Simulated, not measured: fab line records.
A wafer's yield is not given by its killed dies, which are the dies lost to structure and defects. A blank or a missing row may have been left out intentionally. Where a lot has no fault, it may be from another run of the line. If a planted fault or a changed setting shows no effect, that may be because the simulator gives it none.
fab line records ; flow sky130
record lots=12; wafers=36; lastDay=50
route steps=708 shown VIA2@510 CAPM@549 METAL3@567 PAD_OPEN@708
lots that met no fault: from a run of the same line without faults
startH: hours from the record's opening day to when the first of the lot's shown wafers began ; waitH: hours since the lot's step before ; " the same as in the row above ; L1.1+2: a single row standing in for several wafers ; - no value, or no start given ; * or withheld: withheld ; < > ~ a bound
route shown NAME@n: names a module that has steps shown in the file, with the first one's number in the route ; usual: mean and standard deviation over wafers with no fault ; same: alike in all rows ; chamber/n: place in a boat ; sites: readings site by site ; _std_site: how widely they spread, as a standard deviation ; _edge_site: the outer-site mean with the inner-site mean subtracted ; radiusMm: for every site, how far away it sits from the centre of the wafer ; mask NAME#n: copy n ; behind: tool/chamber where the wafer was last shaped ; hold: cause of the lot's hold/its duration in hours/its outcome ; device: the transistor (n, p or np) that didn't switch ; end of line: at the end of the route, the tests of the same wafers ; where a step has no rows: the recipe by itself ; killed: dies lost to structure and defects at the first sort, not the wafer's yield ; map: the dies of a wafer, with x for killed, . for not killed, _ for no die there
set.NAME: setting as actually run; set.NAME@STEP: the setting as run at that earlier step ; model.NAME: the simulator's own value behind a step, which no gauge read
steps of the route over a sample of lots; a table a step, a row a wafer
services: from which hour (startH, from the record's first day; less than 0 if before it) a tool's chamber was out of use, for how many hours, and why
## steps
# step SKY_VIA2_BOW_MEAS_03
# recipe mode=bow
# usual VIA2_BOW=86/7.6
lot.wafer;tool;chamber;startH;waitH;VIA2_BOW[um]
L982.1;filmMetro-01;-;793.18;0.1;87
L982.4;filmMetro-01;-;793.18;0.1;88
L982.6;filmMetro-01;-;793.18;0.1;100
L983.2;filmMetro-01;-;819.73;0.1;84
L983.3;filmMetro-01;-;819.73;0.1;83
L983.4;filmMetro-01;-;819.73;0.1;86
L984.2;filmMetro-01;-;837.48;0.2;87
L984.3;filmMetro-01;-;837.48;0.2;83
L984.6;filmMetro-01;-;837.48;0.2;94
L986.2;filmMetro-04;-;859.83;0.1;86
L986.3;filmMetro-04;-;859.83;0.1;95
L986.6;filmMetro-04;-;859.83;0.1;79
L992.1;filmMetro-01;-;911.94;0.2;86
L992.3;filmMetro-01;-;911.94;0.2;82
L992.5;filmMetro-01;-;911.94;0.2;82
L993.1;filmMetro-04;-;915.57;0.1;92
L993.4;filmMetro-04;-;915.57;0.1;96
L993.6;filmMetro-04;-;915.57;0.1;68
L995.2;filmMetro-03;-;956.71;0.1;87
L995.3;filmMetro-03;-;956.71;0.1;83
L995.6;filmMetro-03;-;956.71;0.1;86
L997.3;filmMetro-03;-;959.26;0.2;86
L997.4;filmMetro-03;-;959.26;0.2;87
L997.6;filmMetro-03;-;959.26;0.2;81
L100.2;filmMetro-03;-;965.20;0.2;90
L100.3;filmMetro-03;-;965.20;0.2;80
L100.5;filmMetro-03;-;965.20;0.2;90
L101.1;filmMetro-04;-;965.50;0.2;83
L101.3;filmMetro-04;-;965.50;0.2;84
L101.6;filmMetro-04;-;965.50;0.2;85
L103.2;filmMetro-03;-;998.64;0.1;93
L103.3;filmMetro-03;-;998.64;0.1;89
L103.6;filmMetro-03;-;998.64;0.1;96
L104.1;filmMetro-03;-;1000.63;0.2;84
L104.5;filmMetro-03;-;1000.63;0.2;81
L104.6;filmMetro-03;-;1000.63;0.2;87
# step SKY_CAPM_OVL_MEAS_12
# usual CAPM_OVL=0.7/1.4
lot.wafer;tool;chamber;startH;waitH;CAPM_OVL[nm]
L982.1;overlay-02;-;843.31;0.1;-0.1
L982.4;overlay-02;-;843.31;0.1;-0.9
L982.6;overlay-02;-;843.31;0.1;0.1
L983.2;overlay-02;-;871.41;0.1;0.5
L983.3;overlay-02;-;871.41;0.1;-0.9
L983.4;overlay-02;-;871.41;0.1;1.3
L984.2;overlay-01;-;891.41;0.1;0.3
L984.3;overlay-01;-;891.41;0.1;-1.1
L984.6;overlay-01;-;891.41;0.1;-0.6
L986.2;overlay-02;-;913.07;0.1;0.7
L986.3;overlay-02;-;913.07;0.1;-1.0
L986.6;overlay-02;-;913.07;0.1;-1.0
L992.1;overlay-01;-;961.58;0.1;0.2
L992.3;overlay-01;-;961.58;0.1;-0.8
L992.5;overlay-01;-;961.58;0.1;-1.7
L993.1;overlay-01;-;966.46;0.1;-0.6
L993.4;overlay-01;-;966.46;0.1;-1.5
L993.6;overlay-01;-;966.46;0.1;0.1
L995.2;overlay-02;-;1007.28;0.1;1.0
L995.3;overlay-02;-;1007.28;0.1;2.4
L995.6;overlay-02;-;1007.28;0.1;2.8
L997.3;overlay-02;-;1008.18;0.1;0.9
L997.4;overlay-02;-;1008.18;0.1;-0.2
L997.6;overlay-02;-;1008.18;0.1;0.2
L100.2;overlay-01;-;1013.33;0.1;-0.1
L100.3;overlay-01;-;1013.33;0.1;1.6
L100.5;overlay-01;-;1013.33;0.1;1.3
L101.1;overlay-02;-;1014.81;0.1;-1.3
L101.3;overlay-02;-;1014.81;0.1;-0.8
L101.6;overlay-02;-;1014.81;0.1;-2.2
L103.2;overlay-02;-;1045.73;0.1;1.7
L103.3;overlay-02;-;1045.73;0.1;0.9
L103.6;overlay-02;-;1045.73;0.1;0.9
L104.1;overlay-02;-;1048.27;0.1;1.9
L104.5;overlay-02;-;1048.27;0.1;1.5
L104.6;overlay-02;-;1048.27;0.1;0.5
# step SKY_METAL3_ETCH_17
# recipe target=SiO2; stopOn=TiN; chemistry=C4F8/O2/Ar; sourceW=1500; biasW=1200; pressureMtorr=40; c4f8FlowSccm=withheld; O2_flow_sccm=6; Ar_flow_sccm=300; timeS=3.9; targetDepthA=150
# usual biasW=1200/4; chamberPressureMTorr=40.00/0.036; oesProductAu=0.754/0.0078; timeS=3.9/0
lot.wafer;tool;chamber;startH;waitH;biasW;chamberPressureMTorr;oesProductAu;timeS
L982.1;rieDiel-02;3;869.89;0.1;1199;39.96;0.727;3.9
L982.4;rieDiel-02;2;869.89;0.1;1193;40.00;0.758;3.9
L982.6;rieDiel-02;3;869.89;0.1;1198;40.03;0.747;3.9
L983.2;rieDiel-03;2;896.64;0.1;1202;39.96;0.739;3.9
L983.3;rieDiel-03;1;896.64;0.1;1197;39.92;0.751;3.9
L983.4;rieDiel-03;3;896.64;0.1;1199;40.09;0.766;3.9
L984.2;rieDiel-02;3;918.04;0.1;1198;40.01;0.753;3.9
L984.3;rieDiel-02;1;918.04;0.1;1203;40.07;0.758;3.9
L984.6;rieDiel-02;0;918.04;0.1;1203;40.02;0.752;3.9
L986.2;rieDiel-03;0;939.09;0.1;1200;39.99;0.729;3.9
L986.3;rieDiel-03;2;939.09;0.1;1192;39.96;0.743;3.9
L986.6;rieDiel-03;0;939.09;0.1;1203;39.93;0.747;3.9
L992.1;rieDiel-04;1;987.09;0.1;-;-;-;-
L992.3;rieDiel-04;3;987.09;0.1;-;-;-;-
L992.5;rieDiel-04;3;987.09;0.1;-;-;-;-
L993.1;rieDiel-02;1;991.09;0.1;-;-;-;-
L993.4;rieDiel-02;0;991.09;0.1;-;-;-;-
L993.6;rieDiel-02;1;991.09;0.1;-;-;-;-
L995.2;rieDiel-04;1;1031.74;0.1;1190;39.97;0.748;3.9
L995.3;rieDiel-04;2;1031.74;0.1;1200;40.03;0.756;3.9
L995.6;rieDiel-04;3;1031.74;0.1;1200;40.02;0.759;3.9
L997.3;rieDiel-04;0;1032.94;0.0;1196;39.94;0.756;3.9
L997.4;rieDiel-04;3;1032.94;0.0;1205;39.99;0.763;3.9
L997.6;rieDiel-04;0;1032.94;0.0;1194;39.97;0.756;3.9
L100.2;rieDiel-04;3;1037.34;0.1;1196;40.00;0.756;3.9
L100.3;rieDiel-04;2;1037.34;0.1;1199;40.05;0.757;3.9
L100.5;rieDiel-04;1;1037.34;0.1;1204;39.95;0.755;3.9
L101.1;rieDiel-04;1;1038.94;0.1;1197;40.00;0.750;3.9
L101.3;rieDiel-04;3;1038.94;0.1;1194;40.02;0.754;3.9
L101.6;rieDiel-04;0;1038.94;0.1;1203;39.97;0.746;3.9
L103.2;rieDiel-04;0;1068.39;0.1;1200;40.07;0.751;3.9
L103.3;rieDiel-04;3;1068.39;0.1;1198;40.02;0.749;3.9
L103.6;rieDiel-04;3;1068.39;0.1;1208;40.03;0.767;3.9
L104.1;rieDiel-04;1;1071.49;0.1;1202;40.04;0.754;3.9
L104.5;rieDiel-04;1;1071.49;0.1;1199;40.02;0.755;3.9
L104.6;rieDiel-04;0;1071.49;0.1;1199;39.98;0.751;3.9
# step SKY_METAL3_METAL_ETCH_18
# recipe targetDepthA=8450; stopOn=SiO2; overEtchFrac=0.3; timeS=183.1; chemistry=Cl2/BCl3; resistSidewallDeg=88; pressureMtorr=10; icpW=900; biasW=48.5; Cl2_flow_sccm=60; bcl3FlowSccm=30
# usual bcl3FlowSccm=30.00/0.091; biasW=48.51/0.15; drypumpMotorCurrentA=5.7/0.43; oesProductAu=0.866/0.0059; throttleValvePct=22.263/0.0086
# same timeS=183.1
lot.wafer;tool;chamber;startH;waitH;bcl3FlowSccm;biasW;drypumpMotorCurrentA;oesProductAu;rfHoursCounterH;throttleValvePct
L982.1;rieMetal-04;1;869.91;0.0;30.12;48.51;5.6;0.860;6;22.276
L982.4;rieMetal-04;0;869.91;0.0;30.00;48.41;6.1;0.875;-;22.269
L982.6;rieMetal-04;1;869.91;0.0;30.08;48.32;5.6;0.866;-;22.267
L983.2;rieMetal-04;1;896.66;0.0;29.97;48.45;5.5;0.866;7;22.249
L983.3;rieMetal-04;0;896.66;0.0;29.92;48.29;6.0;0.860;-;22.259
L983.4;rieMetal-04;1;896.66;0.0;30.12;48.40;5.6;0.867;-;22.276
L984.2;rieMetal-03;0;918.06;0.0;29.96;48.43;6.0;0.869;7;22.275
L984.3;rieMetal-03;1;918.06;0.0;30.09;48.33;5.1;0.862;-;22.265
L984.6;rieMetal-03;1;918.06;0.0;30.11;48.39;5.1;0.868;-;22.268
L986.2;rieMetal-01;0;939.11;0.0;29.93;48.70;6.2;0.860;6;22.271
L986.3;rieMetal-01;0;939.11;0.0;30.09;48.44;6.3;0.863;-;22.249
L986.6;rieMetal-01;1;939.11;0.0;29.87;48.32;5.2;0.859;-;22.257
L992.1;rieMetal-03;0;987.11;0.0;29.96;48.48;6.0;0.870;9;22.261
L992.3;rieMetal-03;0;987.11;0.0;29.92;48.30;6.0;0.864;-;22.256
L992.5;rieMetal-03;0;987.11;0.0;29.93;48.40;6.0;0.863;-;22.257
L993.1;rieMetal-01;0;991.11;0.0;29.83;48.77;6.3;0.860;9;22.255
L993.4;rieMetal-01;1;991.11;0.0;29.92;48.55;5.2;0.868;-;22.272
L993.6;rieMetal-01;0;991.11;0.0;29.89;48.65;6.3;0.871;-;22.249
L995.2;rieMetal-01;0;1031.76;0.0;30.02;48.49;6.3;0.860;11;22.269
L995.3;rieMetal-01;0;1031.76;0.0;30.09;48.64;6.4;0.863;-;22.263
L995.6;rieMetal-01;1;1031.76;0.0;30.16;48.60;5.2;0.864;-;22.279
L997.3;rieMetal-04;0;1033.02;0.1;29.98;48.60;6.0;0.868;-;22.255
L997.4;rieMetal-04;1;1033.02;0.1;30.04;48.58;5.5;0.859;-;22.266
L997.6;rieMetal-04;0;1033.02;0.1;29.98;48.56;6.0;0.871;-;22.260
L100.2;rieMetal-04;1;1037.36;0.0;29.90;48.52;5.6;0.874;15;22.254
L100.3;rieMetal-04;0;1037.36;0.0;30.01;48.53;6.1;0.876;-;22.271
L100.5;rieMetal-04;1;1037.36;0.0;30.01;48.77;5.5;0.866;-;22.284
L101.1;rieMetal-03;1;1038.96;0.0;30.03;48.40;5.2;0.858;10;22.249
L101.3;rieMetal-03;0;1038.96;0.0;29.82;48.42;6.1;0.871;-;22.269
L101.6;rieMetal-03;0;1038.96;0.0;29.74;48.68;6.0;0.873;-;22.272
L103.2;rieMetal-04;0;1068.41;0.0;30.07;48.49;6.1;0.882;22;22.260
L103.3;rieMetal-04;0;1068.41;0.0;30.00;48.39;6.0;0.878;-;22.262
L103.6;rieMetal-04;1;1068.41;0.0;30.13;48.51;5.5;0.872;-;22.251
L104.1;rieMetal-04;1;1071.51;0.0;29.94;48.63;5.6;0.869;18;22.277
L104.5;rieMetal-04;0;1071.51;0.0;29.96;48.43;6.0;0.873;-;22.266
L104.6;rieMetal-04;1;1071.51;0.0;29.93;48.62;5.5;0.887;-;22.255
# step SKY_PAD_OPEN_PROBE_99
# usual defectLimitedYield=82.5/1.8; killed_at_M0_to_M3=43/6.6; killed_at_M4_up=3.2/1.8; killedAtContacts=24/5; killedAtFrontEnd=15/4.5; killedAtOther=0.2/0.46; killedDies=86/8.8; killedOnRim=16/3.4; killedOpen=48/6.6; killedShort=38/6.1; sort_bin_3_pad_short=0.8/0.42; sort_bin_5_function=10.4/1.4; sort_bin_6_memory=6.3/1; sortNPass=406/8.8; sortYieldPct=82.5/1.8
# same grossDies=492; killedAtBackSide=0; sort_bin_4_leakage[%]=0; sort_bin_8_speed[%]=0
lot.wafer;tool;chamber;startH;waitH;defectLimitedYield[%];killed_at_M0_to_M3;killed_at_M4_up;killedAtContacts;killedAtFrontEnd;killedAtOther;killedDies;killedOnRim;killedOpen;killedShort;sort_bin_3_pad_short[%];sort_bin_5_function[%];sort_bin_6_memory[%];sortNPass;sortYieldPct[%]
L982.1;prober-02;-;1050.73;0.1;82.3;44;6;26;11;0;87;23;43;44;0.6;10.8;6.3;405;82.3
L982.4;prober-02;-;1050.88;0.2;77.6;58;5;30;17;0;110;18;63;47;0.4;15.0;6.9;382;77.6
L982.6;prober-02;-;1050.98;0.2;80.1;50;1;27;20;0;98;19;59;39;1.4;12.6;5.9;394;80.1
L983.2;prober-01;-;1071.82;0.1;81.9;43;3;30;12;1;89;11;60;29;0.4;11.0;6.7;403;81.9
L983.3;prober-01;-;1071.87;0.2;81.1;47;5;19;21;1;93;15;43;50;2.4;11.2;5.3;399;81.1
L983.4;prober-01;-;1071.92;0.2;83.1;37;5;26;15;0;83;21;50;33;0.6;9.8;6.5;409;83.1
L984.2;prober-02;-;1090.66;0.1;82.9;43;5;16;20;0;84;16;43;41;0.8;11.0;5.3;408;82.9
L984.3;prober-02;-;1090.71;0.2;83.5;36;2;19;24;0;81;12;55;26;1.4;8.3;6.7;411;83.5
L984.6;prober-02;-;1090.86;0.2;81.3;43;2;24;23;0;92;16;58;34;1.2;10.8;6.7;400;81.3
L986.2;prober-02;-;1107.75;0.1;83.9;35;3;23;17;1;79;16;46;33;0;11.2;4.9;413;83.9
L986.3;prober-02;-;1107.80;0.2;82.3;38;4;19;26;0;87;18;50;37;0.6;10.6;6.5;405;82.3
L986.6;prober-02;-;1107.95;0.2;81.9;45;3;28;13;0;89;14;51;38;1.2;11.0;5.9;403;81.9
L992.1;prober-01;-;1146.39;0.1;0;441;1;24;25;1;492;96;61;44;0.8;91.1;8.1;0;0
L992.3;prober-01;-;1146.49;0.2;0;439;1;30;22;0;492;96;50;39;0.4;93.5;6.1;0;0
L992.5;prober-01;-;1146.59;0.2;0;440;5;32;15;0;492;96;56;40;0.2;93.9;5.9;0;0
L993.1;prober-02;-;1148.80;0.1;0;456;3;20;13;0;492;96;44;44;0.8;93.1;6.1;0;0
L993.4;prober-02;-;1148.95;0.2;0;439;1;24;28;0;492;96;46;48;0.6;91.9;7.5;0;0
L993.6;prober-02;-;1149.05;0.2;0;461;6;14;11;0;492;96;38;27;0.8;93.1;6.1;0;0
L995.2;prober-01;-;1178.53;0.1;81.9;53;4;17;14;1;89;11;42;47;1.0;10.2;6.9;403;81.9
L995.3;prober-01;-;1178.58;0.2;80.3;45;5;31;16;0;97;17;62;35;1.0;10.4;8.3;395;80.3
L995.6;prober-01;-;1178.73;0.2;80.5;48;3;30;14;1;96;19;56;40;1.2;10.4;7.9;396;80.5
L997.3;prober-01;-;1181.68;0.2;86.2;28;3;22;15;0;68;19;29;39;1.4;8.3;4.1;424;86.2
L997.4;prober-01;-;1181.73;0.2;80.5;35;0;36;25;0;96;15;53;43;0.6;12.2;6.7;396;80.5
L997.6;prober-01;-;1181.83;0.2;87.6;31;5;16;9;0;61;10;33;28;1.4;6.7;4.3;431;87.6
L100.2;prober-01;-;1185.86;0.1;85.4;35;4;24;9;0;72;12;41;31;0.4;7.3;6.9;420;85.4
L100.3;prober-01;-;1185.91;0.2;83.7;43;4;20;13;0;80;18;46;34;0.8;10.4;5.1;412;83.7
L100.5;prober-01;-;1186.01;0.2;81.5;48;2;24;15;2;91;16;48;43;0.2;11.2;7.1;401;81.5
L101.1;prober-02;-;1186.68;0.1;84.8;33;3;27;12;0;75;13;44;31;0.6;8.5;6.1;417;84.8
L101.3;prober-02;-;1186.78;0.2;83.9;40;2;27;10;0;79;12;45;34;0.4;8.7;6.9;413;83.9
L101.6;prober-02;-;1186.93;0.2;83.5;40;4;23;14;0;81;13;35;46;1.6;7.9;6.9;411;83.5
L103.2;prober-02;-;1207.77;0.1;80.3;48;4;30;15;0;97;16;53;44;0.4;13.0;6.3;395;80.3
L103.3;prober-02;-;1207.82;0.2;80.9;48;6;28;12;0;94;16;50;44;0.6;13.4;5.1;398;80.9
L103.6;prober-02;-;1207.97;0.2;83.3;42;5;18;17;0;82;15;50;32;1.0;11.2;4.5;410;83.3
L104.1;prober-01;-;1208.83;0.1;83.3;27;5;34;16;0;82;15;39;43;0.6;10.4;5.7;410;83.3
L104.5;prober-01;-;1209.03;0.2;85.8;38;2;17;13;0;70;12;39;31;0.8;8.5;4.9;422;85.8
L104.6;prober-01;-;1209.08;0.2;81.5;46;9;22;14;0;91;18;46;45;1.0;12.0;5.5;401;81.5
# killed by level:class
L982.1 VIA1:geometricParticle:open=8 VIA3:geometricParticle:open=8 LOCAL_INTERCONNECT:geometricParticle:short=7 CONTACT:geometricParticle:open=7 LI_CONTACT:geometricParticle:open=6 METAL4:geometricParticle:short=6 VIA1:geometricParticle:short=5 METAL3:geometricParticle:short=5
L982.4 VIA1:geometricParticle:open=17 CONTACT:geometricParticle:open=11 VIA3:geometricParticle:open=8 FIELD_ISO:geometricParticle:short=7 CONTACT:geometricParticle:short=7 VIA2:geometricParticle:open=7 LI_CONTACT:geometricParticle:open=5 METAL2:geometricParticle:short=5
L982.6 VIA1:geometricParticle:open=13 CONTACT:geometricParticle:open=9 LI_CONTACT:geometricParticle:open=8 FIELD_ISO:geometricParticle:open=7 FIELD_ISO:geometricParticle:short=7 VIA2:geometricParticle:open=7 VIA3:geometricParticle:open=6 VIA3:geometricParticle:short=4
L983.2 LI_CONTACT:geometricParticle:open=13 VIA2:geometricParticle:open=10 CONTACT:geometricParticle:open=9 VIA1:geometricParticle:open=9 METAL2:geometricParticle:short=6 POLY_GATE:geometricParticle:open=5 VIA3:geometricParticle:open=5 CONTACT:geometricParticle:short=4
L983.3 VIA1:geometricParticle:open=12 POLY_GATE:geometricParticle:short=8 METAL2:geometricParticle:short=8 LI_CONTACT:geometricParticle:open=6 VIA1:geometricParticle:short=6 POLY_GATE:geometricParticle:open=5 VIA2:geometricParticle:open=5 LOCAL_INTERCONNECT:geometricParticle:short=5
L983.4 VIA2:geometricParticle:open=12 LI_CONTACT:geometricParticle:open=11 VIA1:geometricParticle:open=8 METAL1:geometricParticle:short=7 CONTACT:geometricParticle:open=6 FIELD_ISO:geometricParticle:open=4 CONTACT:geometricParticle:short=4 FIELD_ISO:geometricParticle:short=3
L984.2 VIA1:geometricParticle:open=12 METAL1:geometricParticle:short=8 VIA2:geometricParticle:open=8 FIELD_ISO:geometricParticle:open=6 FIELD_ISO:geometricParticle:short=6 CONTACT:geometricParticle:open=5 METAL2:geometricParticle:short=5 METAL4:geometricParticle:short=5
L984.3 VIA2:geometricParticle:open=12 POLY_GATE:geometricParticle:open=10 VIA3:geometricParticle:open=6 LI_CONTACT:geometricParticle:open=6 CONTACT:geometricParticle:open=6 VIA1:geometricParticle:open=6 POLY_GATE:geometricParticle:short=4 LOCAL_INTERCONNECT:geometricParticle:short=4
L984.6 VIA1:geometricParticle:open=15 CONTACT:geometricParticle:open=11 VIA2:geometricParticle:open=11 POLY_GATE:geometricParticle:short=10 FIELD_ISO:geometricParticle:open=5 METAL2:geometricParticle:short=5 LI_CONTACT:geometricParticle:open=4 POLY_GATE:geometricParticle:open=3
L986.2 VIA1:geometricParticle:open=13 CONTACT:geometricParticle:open=7 POLY_GATE:geometricParticle:open=6 VIA2:geometricParticle:short=6 POLY_GATE:geometricParticle:short=5 VIA3:geometricParticle:open=5 LI_CONTACT:geometricParticle:open=4 LI_CONTACT:geometricParticle:short=4
L986.3 FIELD_ISO:geometricParticle:open=8 VIA1:geometricParticle:open=8 METAL2:geometricParticle:short=7 VIA2:geometricParticle:open=7 LI_CONTACT:geometricParticle:open=5 FIELD_ISO:geometricParticle:short=4 POLY_GATE:geometricParticle:short=4 LI_CONTACT:geometricParticle:short=4
L986.6 VIA1:geometricParticle:open=12 LI_CONTACT:geometricParticle:open=8 CONTACT:geometricParticle:open=8 VIA2:geometricParticle:open=6 VIA1:geometricParticle:short=6 CONTACT:geometricParticle:short=5 VIA3:geometricParticle:open=5 FIELD_ISO:geometricParticle:open=4
L992.1 METAL3:areaEtch=387 VIA1:geometricParticle:open=15 VIA2:geometricParticle:open=9 CONTACT:geometricParticle:open=8 VIA3:geometricParticle:open=7 FIELD_ISO:geometricParticle:open=5 FIELD_ISO:geometricParticle:short=5 POLY_GATE:geometricParticle:short=5
L992.3 METAL3:areaEtch=403 CONTACT:geometricParticle:open=14 LI_CONTACT:geometricParticle:open=7 VIA1:geometricParticle:open=7 METAL2:geometricParticle:short=6 METAL1:geometricParticle:short=5 VIA2:geometricParticle:open=5 FIELD_ISO:geometricParticle:open=4
L992.5 METAL3:areaEtch=396 LI_CONTACT:geometricParticle:open=12 CONTACT:geometricParticle:open=12 METAL2:geometricParticle:short=11 VIA1:geometricParticle:open=8 VIA2:geometricParticle:open=7 VIA3:geometricParticle:open=5 FIELD_ISO:geometricParticle:short=4
L993.1 METAL3:areaEtch=404 VIA1:geometricParticle:open=12 METAL1:geometricParticle:short=10 VIA2:geometricParticle:open=9 CONTACT:geometricParticle:open=7 METAL2:geometricParticle:short=7 CONTACT:geometricParticle:short=5 POLY_GATE:geometricParticle:open=4
L993.4 METAL3:areaEtch=398 CONTACT:geometricParticle:open=11 FIELD_ISO:geometricParticle:open=9 POLY_GATE:geometricParticle:short=9 VIA3:geometricParticle:short=8 VIA1:geometricParticle:open=8 CONTACT:geometricParticle:short=6 LI_CONTACT:geometricParticle:open=4
L993.6 METAL3:areaEtch=427 VIA1:geometricParticle:open=7 CONTACT:geometricParticle:open=7 VIA3:geometricParticle:open=6 VIA2:geometricParticle:open=6 METAL4:geometricParticle:short=5 METAL1:geometricParticle:short=5 FIELD_ISO:geometricParticle:open=4
L995.2 VIA1:geometricParticle:open=9 METAL2:geometricParticle:short=8 VIA3:geometricParticle:open=8 VIA1:geometricParticle:short=7 CONTACT:geometricParticle:open=6 CONTACT:geometricParticle:short=6 VIA2:geometricParticle:open=5 FIELD_ISO:geometricParticle:short=4
L995.3 CONTACT:geometricParticle:open=13 VIA1:geometricParticle:open=12 LI_CONTACT:geometricParticle:open=9 METAL2:geometricParticle:short=6 VIA2:geometricParticle:open=6 FIELD_ISO:geometricParticle:short=5 VIA3:geometricParticle:open=5 CONTACT:geometricParticle:short=4
L995.6 CONTACT:geometricParticle:open=12 LI_CONTACT:geometricParticle:open=11 METAL2:geometricParticle:short=9 VIA1:geometricParticle:open=9 VIA2:geometricParticle:open=8 METAL1:geometricParticle:short=5 VIA2:geometricParticle:short=5 FIELD_ISO:geometricParticle:short=4
L997.3 CONTACT:geometricParticle:open=8 CONTACT:geometricParticle:short=6 METAL2:geometricParticle:short=6 FIELD_ISO:geometricParticle:short=4 VIA1:geometricParticle:open=4 POLY_GATE:geometricParticle:short=4 LI_CONTACT:geometricParticle:open=4 VIA3:geometricParticle:open=4
L997.4 CONTACT:geometricParticle:open=14 FIELD_ISO:geometricParticle:short=9 VIA3:geometricParticle:open=9 LI_CONTACT:geometricParticle:open=8 VIA1:geometricParticle:open=8 CONTACT:geometricParticle:short=6 METAL1:geometricParticle:short=6 LOCAL_INTERCONNECT:geometricParticle:short=5
L997.6 CONTACT:geometricParticle:open=9 VIA2:geometricParticle:open=6 METAL2:geometricParticle:short=5 VIA3:geometricParticle:open=4 METAL4:geometricParticle:short=4 LI_CONTACT:geometricParticle:open=3 METAL1:geometricParticle:short=3 VIA1:geometricParticle:short=3
L100.2 VIA1:geometricParticle:open=11 CONTACT:geometricParticle:open=9 CONTACT:geometricParticle:short=6 VIA2:geometricParticle:open=5 LOCAL_INTERCONNECT:geometricParticle:short=5 FIELD_ISO:geometricParticle:short=3 LI_CONTACT:geometricParticle:open=3 METAL1:geometricParticle:short=3
L100.3 VIA1:geometricParticle:open=11 CONTACT:geometricParticle:open=10 VIA1:geometricParticle:short=6 LI_CONTACT:geometricParticle:open=5 CONTACT:geometricParticle:short=5 VIA3:geometricParticle:open=5 FIELD_ISO:geometricParticle:open=4 POLY_GATE:geometricParticle:short=4
L100.5 VIA1:geometricParticle:open=10 CONTACT:geometricParticle:open=9 VIA2:geometricParticle:open=8 VIA1:geometricParticle:short=6 METAL2:geometricParticle:short=5 LI_CONTACT:geometricParticle:open=5 FIELD_ISO:geometricParticle:short=4 LOCAL_INTERCONNECT:geometricParticle:short=4
L101.1 VIA1:geometricParticle:open=9 CONTACT:geometricParticle:open=7 LI_CONTACT:geometricParticle:open=6 LI_CONTACT:geometricParticle:short=5 METAL2:geometricParticle:short=5 FIELD_ISO:geometricParticle:open=4 CONTACT:geometricParticle:short=4 METAL1:geometricParticle:short=4
L101.3 VIA1:geometricParticle:open=10 CONTACT:geometricParticle:open=8 LI_CONTACT:geometricParticle:open=7 LOCAL_INTERCONNECT:geometricParticle:short=6 VIA3:geometricParticle:open=6 METAL2:geometricParticle:short=5 METAL3:geometricParticle:short=4 METAL1:geometricParticle:short=3
L101.6 LOCAL_INTERCONNECT:geometricParticle:short=8 VIA1:geometricParticle:open=7 METAL2:geometricParticle:short=7 CONTACT:geometricParticle:open=6 FIELD_ISO:geometricParticle:open=5 CONTACT:geometricParticle:short=5 METAL1:geometricParticle:short=5 VIA3:geometricParticle:short=5
L103.2 VIA3:geometricParticle:open=10 VIA1:geometricParticle:open=10 LOCAL_INTERCONNECT:geometricParticle:short=8 LI_CONTACT:geometricParticle:open=8 METAL2:geometricParticle:short=6 CONTACT:geometricParticle:short=6 VIA2:geometricParticle:open=6 CONTACT:geometricParticle:open=5
L103.3 VIA3:geometricParticle:open=9 VIA1:geometricParticle:open=9 VIA2:geometricParticle:open=9 LI_CONTACT:geometricParticle:open=8 CONTACT:geometricParticle:open=8 METAL4:geometricParticle:short=6 FIELD_ISO:geometricParticle:short=5 LOCAL_INTERCONNECT:geometricParticle:short=5
L103.6 VIA1:geometricParticle:open=12 FIELD_ISO:geometricParticle:open=9 VIA2:geometricParticle:open=7 CONTACT:geometricParticle:open=6 VIA3:geometricParticle:open=6 LI_CONTACT:geometricParticle:open=5 METAL4:geometricParticle:short=5 POLY_GATE:geometricParticle:short=4
L104.1 CONTACT:geometricParticle:open=12 LOCAL_INTERCONNECT:geometricParticle:short=7 VIA1:geometricParticle:open=6 VIA1:geometricParticle:short=6 LI_CONTACT:geometricParticle:open=6 CONTACT:geometricParticle:short=6 FIELD_ISO:geometricParticle:open=5 METAL4:geometricParticle:short=5
L104.5 VIA1:geometricParticle:open=7 VIA2:geometricParticle:open=7 CONTACT:geometricParticle:open=6 METAL1:geometricParticle:short=5 VIA3:geometricParticle:open=5 FIELD_ISO:geometricParticle:open=4 LI_CONTACT:geometricParticle:open=4 CONTACT:geometricParticle:short=4
L104.6 VIA1:geometricParticle:open=12 CONTACT:geometricParticle:open=11 VIA3:geometricParticle:open=10 METAL1:geometricParticle:short=9 METAL4:geometricParticle:short=7 POLY_GATE:geometricParticle:short=6 CONTACT:geometricParticle:short=5 VIA3:geometricParticle:short=5
## services
tool;chamber;startH;hours;kind
rieMetal-03;-;893.75;14.6;pm
rieDiel-03;2;924.30;5.2;repair
rieDiel-04;-;924.58;14.6;pm
rieDiel-04;1;942.26;2.4;repair
rieDiel-02;2;950.12;-;clean
rieDiel-02;2;950.12;-;consumableReplace:showerhead
rieDiel-02;2;950.12;18.0;scheduledDown
rieDiel-02;2;950.12;18.0;ventCycle
rieDiel-03;3;952.93;8.1;repair
rieMetal-03;-;957.29;10.0;pm
rieDiel-04;2;960.06;7.6;repair
rieMetal-04;-;989.88;2.2;repair
rieDiel-02;-;1016.33;2.8;pm
rieDiel-03;-;1038.96;1.5;repair
rieMetal-03;-;1042.06;2.8;pm
rieMetal-04;0;1048.29;6.2;repair
rieDiel-03;3;1056.97;8.2;repair
## key
firstSign step=SKY_METAL3_ETCH_17; reading=toolRecord; direction=missing
effect step=SKY_PAD_OPEN_PROBE_99; reading=killed_at_M0_to_M3; direction=up; sigmas=61; usual=43; struck=446
moreKillsBornAt SKY_METAL3_ETCH_17@rieDiel-02=1229; SKY_METAL3_ETCH_17@rieDiel-04=1185
metAt SKY_METAL3_ETCH_17
struckLots L992,L993
laterRowsLeftOut L992.1,L992.3,L992.5,L993.1,L993.4,L993.6
notActingAt SKY_VIA2_BOW_MEAS_03,SKY_CAPM_OVL_MEAS_12,SKY_METAL3_METAL_ETCH_18
onsetBetween 918.04 987.09
fault kind=skippedStepWhole; tool=rieDiel-02,rieDiel-04; chamber=-; onsetH=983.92; steps=SKY_METAL3_ETCH_17; scope=struckLotsOnly
# laterRowsLeftOut: the simulator's readings of these wafers behind a module that went badly wrong aren't trusted and aren't shown, but for the sort
